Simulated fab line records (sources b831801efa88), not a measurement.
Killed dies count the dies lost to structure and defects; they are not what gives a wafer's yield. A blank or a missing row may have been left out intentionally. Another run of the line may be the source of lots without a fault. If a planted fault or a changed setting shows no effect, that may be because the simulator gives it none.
Which of the tools did it? | flow sky130 | 13 lots with 39 wafers sampled at 3 steps, on a route of 708 steps

WHAT THE GAUGES READ, wafer by wafer
SKY_POLY_GATE_THK_MEAS_04.
lot  | measured     | on           | POLY_GATE_CVD_03_THK (nm)
L210 | day 15 10:19 | filmMetro-03 | 75.4 74.4 74.5
L211 | day 15 12:08 | filmMetro-02 | 75.7 76.1 76.1
L212 | day 15 20:42 | filmMetro-02 | 75.2 75.2 74.7
L213 | day 16 18:13 | filmMetro-02 | 75.9 76.6 76.0
L214 | day 17 08:31 | filmMetro-02 | 74.3 74.9 74.3
L219 | day 19 03:58 | filmMetro-02 | 73.8 74.1 74.2
L220 | day 19 03:58 | filmMetro-03 | 75.4 75.3 75.3
L221 | day 19 10:31 | filmMetro-03 | 75.6 75.4 74.9
L222 | day 19 17:52 | filmMetro-03 | 75.0 75.1 75.8
L223 | day 19 22:33 | filmMetro-02 | 76.0 75.8 75.8
L230 | day 22 18:16 | filmMetro-03 | 76.1 76.3 76.0
L231 | day 23 03:57 | filmMetro-04 | 75.8 75.6 75.8
L233 | day 23 19:27 | filmMetro-04 | 75.7 75.4 76.5

SKY_POLY_GATE_CD_MEAS_13: target cd 150 nm.
lot  | measured     | on       | cdNm (nm)
L210 | day 16 13:56 | cdSem-01 | 151.8 150.7 150.6
L211 | day 16 16:21 | cdSem-01 | 149.0 149.8 150.7
L212 | day 17 00:43 | cdSem-01 | 146.4 146.8 145.2
L213 | day 17 22:13 | cdSem-02 | 152.3 150.7 150.9
L214 | day 18 13:26 | cdSem-02 | 152.7 152.7 151.9
L219 | day 20 10:39 | cdSem-02 | 149.7 149.2 150.3
L220 | day 20 10:47 | cdSem-02 | 151.6 150.4 150.2
L221 | day 20 17:40 | cdSem-02 | 149.5 149.6 148.0
L222 | day 21 01:09 | cdSem-01 | 148.4 150.2 150.2
L223 | day 21 05:15 | cdSem-01 | 149.7 149.2 149.8
L230 | day 24 00:56 | cdSem-02 | 148.9 149.8 148.5
L231 | day 24 10:15 | cdSem-02 | 150.1 149.2 149.3
L233 | day 25 01:00 | cdSem-02 | 149.9 149.7 149.3

EACH LOT AND THE TOOL THAT RAN IT (in order: tool; ch and the chambers of the sampled wafers; start)
lot  | SKY_SONOS_ONO_STRIP_17
L210 | plasmaAsher-04 ch 0,1, day 12 19:47
L211 | plasmaAsher-02 ch 0,1, day 12 23:29
L212 | plasmaAsher-04 ch 1, day 13 07:34
L213 | plasmaAsher-02 ch 0,1, day 14 01:08
L214 | plasmaAsher-01 ch 0,1, day 14 18:07
L219 | plasmaAsher-04 ch 0,1, day 16 05:10
L220 | plasmaAsher-02 ch 0, day 16 05:48
L221 | plasmaAsher-02 ch 0,1, day 16 09:04
L222 | plasmaAsher-01 ch 0,1, day 16 23:24
L223 | plasmaAsher-02 ch 0,1, day 17 03:05
L230 | plasmaAsher-02 ch 0,1, day 19 20:18
L231 | plasmaAsher-02 ch 0,1, day 20 06:19
L233 | plasmaAsher-01 ch 0,1, day 20 20:25
- SKY_SONOS_ONO_STRIP_17: strips in O2/N2.

AS READ BY THE TOOLS THEMSELVES (means over the sampled wafers that have a number; for cases with no such wafer, the mark the record gives instead)
SKY_SONOS_ONO_STRIP_17.
lot  | tool           | drypumpMotorCurrentA (A) | oesProductAu (a.u.) | stripTimeToEndpointS (s)
L210 | plasmaAsher-04 | 5.4                      | 0.715               | 14.10
L211 | plasmaAsher-02 | 6.0                      | 0.710               | 14.10
L212 | plasmaAsher-04 | 5.6                      | 0.708               | 14.14
L213 | plasmaAsher-02 | 6.0                      | 0.717               | 14.13
L214 | plasmaAsher-01 | 5.4                      | 0.703               | 14.05
L219 | plasmaAsher-04 | 5.4                      | 0.710               | 14.19
L220 | plasmaAsher-02 | 6.0                      | 0.712               | 14.17
L221 | plasmaAsher-02 | 6.0                      | 0.715               | 14.10
L222 | plasmaAsher-01 | 5.4                      | 0.708               | 14.03
L223 | plasmaAsher-02 | 6.1                      | 0.709               | 14.10
L230 | plasmaAsher-02 | 6.1                      | 0.706               | 14.12
L231 | plasmaAsher-02 | 6.1                      | 0.713               | 14.12
L233 | plasmaAsher-01 | 5.3                      | 0.708               | 14.11

THE ANSWER, worked out from the rows above alone
Rule: the lots themselves supply what counts as usual. Put in order of their means at a reading, lots are off if they are a third of the lots or fewer, leave a main group of 4 or more, and stand apart from it by a gap of 3 or more times the standard deviation of the main group's means; of several such gaps the widest counts. Not used: any main group whose means are identical at the precision the tables above print for the reading. A lot without any number at a reading at which 4 lots or more have one is off too. All remaining lots with rows at the step are treated as sound. Order of review: gauges by route order, followed by the tools' own readings, for which a lot's mean as printed above is used. The first step at which some lot is off is used, and at that step the reading that is off furthest; a lot without a number counts as furthest.
None of the lots is off at any reading shown; this tells nothing.

WHAT THE SIMULATOR HAD PUT IN
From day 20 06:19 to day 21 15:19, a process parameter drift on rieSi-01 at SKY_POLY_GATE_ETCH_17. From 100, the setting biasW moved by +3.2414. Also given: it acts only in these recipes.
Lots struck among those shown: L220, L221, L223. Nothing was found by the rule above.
